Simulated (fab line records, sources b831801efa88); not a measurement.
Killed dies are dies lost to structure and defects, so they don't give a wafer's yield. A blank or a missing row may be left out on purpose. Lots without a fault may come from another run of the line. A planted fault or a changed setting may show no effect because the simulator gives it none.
Which tool did it? | flow sky130 | 14 lots, 42 wafers sampled, at 3 steps of a route of 708

WHAT THE GAUGES READ, wafer by wafer
SKY_LDD_P_TW_MEAS_11. Usual: LDD_P_TW 637, standard deviation 6.
lot  | measured     | on            | LDD_P_TW    | flag
L151 | day 20 10:35 | film_metro-01 | 636 640 632 |
L150 | day 20 10:53 | film_metro-01 | 632 634 638 |
L153 | day 21 09:34 | film_metro-01 | 635 633 636 |
L154 | day 21 15:02 | film_metro-01 | 633 636 635 |
L156 | day 22 09:13 | film_metro-03 | 627 626 629 |
L158 | day 23 11:01 | film_metro-03 | 631 634 633 |
L159 | day 23 19:39 | film_metro-01 | 638 633 638 |
L162 | day 24 22:20 | film_metro-03 | 624 619 622 |
L163 | day 25 13:35 | film_metro-04 | 640 646 640 |
L164 | day 26 00:13 | film_metro-01 | 643 637 640 |
L167 | day 26 11:44 | film_metro-01 | 638 639 639 |
L166 | day 26 13:10 | film_metro-01 | 637 637 638 |
L169 | day 27 03:37 | film_metro-03 | 635 636 634 |
L172 | day 27 22:08 | film_metro-01 | 632 630 631 |

SKY_SD_N_OVL_MEAS_08. Usual: SD_N_OVL 0.9 nm, standard deviation 1.6.
lot  | measured     | on         | SD_N_OVL (nm)  | flag
L151 | day 29 12:41 | overlay-01 | -1.4 -1.1 -2.0 |
L150 | day 29 13:58 | overlay-01 | 0.2 0.4 0.5    |
L153 | day 30 11:10 | overlay-02 | 1.4 3.4 1.1    |
L154 | day 30 16:38 | overlay-02 | 2.2 3.2 1.3    |
L156 | day 31 12:15 | overlay-01 | -0.7 0.2 1.0   |
L158 | day 32 13:32 | overlay-02 | 1.4 3.5 1.0    |
L159 | day 32 22:59 | overlay-02 | 3.8 3.1 3.5    |
L162 | day 33 23:46 | overlay-02 | 1.4 3.5 3.6    |
L163 | day 34 13:04 | overlay-01 | 0.0 -0.5 -1.2  |
L164 | day 34 21:16 | overlay-02 | 1.1 1.5 0.3    |
L167 | day 35 06:37 | overlay-01 | -2.3 -1.1 -0.5 |
L166 | day 35 08:31 | overlay-01 | -1.1 -0.9 -1.5 |
L169 | day 35 19:48 | overlay-02 | -0.8 0.1 -0.1  |
L172 | day 36 11:32 | overlay-01 | 2.8 0.2 1.0    |

WHICH TOOL RAN EACH LOT (tool, then ch and the chambers of the sampled wafers, then the start)
lot  | SKY_LDD_P_STRIP_10
L151 | plasma_asher-03 ch 0,1, day 20 10:30
L150 | plasma_asher-01 ch 0,1, day 20 10:47
L153 | plasma_asher-03 ch 0,1, day 21 09:28
L154 | plasma_asher-02 ch 0,1, day 21 14:56
L156 | plasma_asher-01 ch 0,1, day 22 09:07
L158 | plasma_asher-02 ch 0,1, day 23 10:55
L159 | plasma_asher-03 ch 0,1, day 23 19:32
L162 | plasma_asher-01 ch 0,1, day 24 22:14
L163 | plasma_asher-01 ch 0,1, day 25 13:28
L164 | plasma_asher-01 ch 0,1, day 26 00:07
L167 | plasma_asher-03 ch 1, day 26 11:38
L166 | plasma_asher-01 ch 0,1, day 26 13:04
L169 | plasma_asher-01 ch 0,1, day 27 03:31
L172 | plasma_asher-01 ch 0,1, day 27 22:01
- SKY_LDD_P_STRIP_10: strips in O2/N2.

WHAT THE TOOLS THEMSELVES READ (means of the sampled wafers that have a number; where no wafer has one, the mark that the record gives instead)
SKY_LDD_P_STRIP_10. Usual: chamber_pressure_mTorr 1500.2 mTorr, standard deviation 1.3; drypump_motor_current_A 5.7 A, standard deviation 0.52; oes_product_au 0.716 a.u., standard deviation 0.0051; strip_time_to_endpoint_s 14.17 s, standard deviation 0.041.
lot  | tool            | chamber_pressure_mTorr (mTorr) | drypump_motor_current_A (A) | oes_product_au (a.u.) | strip_time_to_endpoint_s (s) | flag
L151 | plasma_asher-03 | 1499.2                         | 6.1                         | 0.718                 | 14.16                        |
L150 | plasma_asher-01 | 1499.8                         | 5.7                         | 0.714                 | 14.22                        |
L153 | plasma_asher-03 | 1500.2                         | 5.8                         | 0.719                 | 14.13                        |
L154 | plasma_asher-02 | 1500.4                         | 5.7                         | 0.713                 | 14.19                        |
L156 | plasma_asher-01 | 1500.1                         | 5.7                         | 0.713                 | 14.19                        |
L158 | plasma_asher-02 | 1500.3                         | 5.7                         | 0.716                 | 14.11                        |
L159 | plasma_asher-03 | 1500.5                         | 6.1                         | 0.714                 | 14.24                        |
L162 | plasma_asher-01 | 1499.2                         | 5.9                         | 0.715                 | 14.17                        |
L163 | plasma_asher-01 | 1500.7                         | 5.9                         | 0.720                 | 14.16                        |
L164 | plasma_asher-01 | 1500.8                         | 5.7                         | 0.711                 | 14.16                        |
L167 | plasma_asher-03 | 1500.2                         | 6.2                         | 0.716                 | 14.10                        |
L166 | plasma_asher-01 | 1499.7                         | 5.7                         | 0.714                 | 14.16                        |
L169 | plasma_asher-01 | 1499.7                         | 5.9                         | 0.715                 | 14.17                        |
L172 | plasma_asher-01 | 1498.7                         | 5.9                         | 0.720                 | 14.16                        |

THE ANSWER, worked out from the rows above alone
Rule: a lot is off if the mean of its wafers that have a number lies more than 3 standard deviations from the usual mean. A lot without any number at a reading at which 4 lots or more have one is off too. The other lots that the step has rows for count as sound. The gauges are gone through in route order, then the tools' own readings, and for those a lot's mean is taken as printed above. The first step at which some lot is off is used, and at that step the reading that is off furthest; a lot without a number counts as furthest.
No lot is off at any reading shown: from this, nothing can be told.

WHAT THE SIMULATOR HAD PUT IN
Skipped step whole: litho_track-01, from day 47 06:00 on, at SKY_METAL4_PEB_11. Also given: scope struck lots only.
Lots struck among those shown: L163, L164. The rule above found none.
